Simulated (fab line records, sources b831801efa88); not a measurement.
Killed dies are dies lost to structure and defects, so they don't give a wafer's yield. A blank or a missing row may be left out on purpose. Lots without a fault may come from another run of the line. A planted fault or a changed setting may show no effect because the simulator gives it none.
A struck lot beside a sound one | flow sky130 | 15 steps out of a route of 708
Sound: wafers L370.2, L370.3, L370.4. Struck: wafers L379.1, L379.2, L379.4. The cause comes at the end.
At each step with rows: each side's tool, then ch and its chambers, then its first start. Under that, the readings that differ: sound wafers | struck wafers | difference of the means | sigmas: that difference in standard deviations of wafers without a fault.
alike: readings whose means differ by less than 2 such deviations, and words and numbers that are the same on both sides. not compared: withheld readings, readings that some wafer has no value for, bounds like >300 that may hide the same value, and numbers for which the record gives no deviation and whose values overlap.
The two part at a step that has a row with sigmas, a row that says differs or no value, or rows on one side only. Numbers that don't overlap but have no deviation are shown without sigmas and don't part them. A reading that every wafer of one side lacks parts them only if that side has two wafers or more.

SKY_NWELL_RS_MEAS_29: measures by four-point-probe.
  sound on film_metro-01, day 6 05:14; struck on film_metro-03, day 9 09:52
  alike: NWELL_RS
SKY_NWELL_RS_MEAS_31: measures by four-point-probe.
  sound on film_metro-01, day 6 05:29; struck on film_metro-03, day 9 10:07
  alike: PWDE_RS
then, 7 steps without rows for these wafers: SKY_VT_ADJUST_HVTP_DEHYDRATE_00 (time 60 s); SKY_VT_ADJUST_HVTP_HMDS_01 (prime time 60 s); SKY_VT_ADJUST_HVTP_COAT_02 (resist thk 1140 nm); SKY_VT_ADJUST_HVTP_SOFTBAKE_03 (time 60 s); SKY_VT_ADJUST_HVTP_EXPOSE_04 (exposes mask HVTPM, target cd 380 nm); SKY_VT_ADJUST_HVTP_PEB_05; SKY_VT_ADJUST_HVTP_DEVELOP_06 (develop time 61.1 s).
SKY_VT_ADJUST_HVTP_CD_MEAS_07: target cd 380 nm.
  sound on cd_sem-02, day 7 00:36; struck on cd_sem-02, day 10 07:42
  alike: cd_nm
SKY_VT_ADJUST_HVTP_OVL_MEAS_08:
  sound on overlay-02, day 7 00:42; struck on overlay-02, day 10 07:49
  alike: VT_ADJUST_HVTP_OVL
SKY_VT_ADJUST_HVTP_IMPLANT_09:
  sound on implanter-04 ch 0, day 7 00:46; struck on implanter-04 ch 0, day 10 07:51
  reading                   | sound                | struck               | difference | sigmas
  beam_energy_keV           | 149.97 150.00 150.05 | 133.77 133.79 133.70 | -16.25     | -99 or more
  model.implant.rp_nm (nm)  | 81.49 81.49 81.49    | 77.29 77.29 77.29    | -4.20      |
  model.implant.drp_nm (nm) | 33.4 33.4 33.4       | 30.47 30.47 30.47    | -2.93      |
SKY_VT_ADJUST_HVTP_STRIP_10: strips in O2/N2.
  sound on plasma_asher-01 ch 0,1, day 7 00:53; struck on plasma_asher-03 ch 0,1, day 10 08:00
  reading                      | sound             | struck            | difference | sigmas
  drypump_motor_current_A (A)  | 5.45 5.43 5.47    | 5.93 5.97 5.93    | +0.49      | +2
  strip_time_to_endpoint_s (s) | 14.20 14.22 14.19 | 14.14 14.08 14.11 | -0.09      | -2
  alike: oes_product_au
  not compared: rf_hours_counter_h
SKY_VT_ADJUST_HVTP_TW_MEAS_11:
  sound on film_metro-02, day 7 00:59; struck on film_metro-02, day 10 08:06
  reading           | sound          | struck         | difference | sigmas
  VT_ADJUST_HVTP_TW | 1353 1354 1352 | 1304 1316 1312 | -42        | -3
  not compared: hold
-- the record jumps here: 40 days lie between the struck wafers' starts before and after (it left off in module VT_ADJUST_HVTP and takes up again in module PAD_OPEN, whose first step shown is number 708 of the route) --
SKY_PAD_OPEN_PROBE_99:
  sound on prober-01, day 46 16:52; struck on prober-01, day 49 20:52
  reading                                  | sound                | struck               | difference | sigmas
  model.etest.tip_p.rs_ohm_sq              | 6925 6937 6944       | 7151 7136 7105       | +195       |
  model.etest.pfet_01v8.r_on_ohm_um        | 2980 2866 2953       | 3084 3145 3080       | +170       |
  model.etest.pfet_01v8.drive_ua_um        | 186.2 195.6 189.6    | 176 171.6 174.3      | -16        |
  model.etest.pfet_01v8_mvt.drive_ua_um    | 148.1 152.9 149.5    | 140.4 137.3 139.7    | -11.0      |
  model.etest.pfet_01v8_hvt.drive_ua_um    | 139.1 143.4 142.4    | 130.6 127.7 130.3    | -12.1      |
  model.etest.sram_pfet_latch.drive_ua_um  | 139.8 143 144.7      | 136 122.3 130.5      | -13        |
  model.etest.pfet_01v8_mvt.off_log10_a_um | -11.08 -10.88 -10.94 | -12.11 -12.18 -12.08 | -1.16      |
  model.etest.pfet_01v8.off_log10_a_um     | -10.31 -9.87 -10.23  | -11.21 -11.31 -11.4  | -1.17      |
  alike: killed_at_M0_to_M3, killed_at_M4_up, killed_at_contacts, killed_at_front_end, killed_at_other, killed_dies, killed_open, killed_short

WHERE THEY PART
First at SKY_VT_ADJUST_HVTP_IMPLANT_09; last, within this record, at SKY_VT_ADJUST_HVTP_TW_MEAS_11. Later steps at which nothing parts them and some readings are alike: SKY_PAD_OPEN_PROBE_99.

WHY: what the simulator had put in
Process parameter drift: implanter-04, from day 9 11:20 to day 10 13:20, at SKY_VT_ADJUST_HVTP_IMPLANT_09. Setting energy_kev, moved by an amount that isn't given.
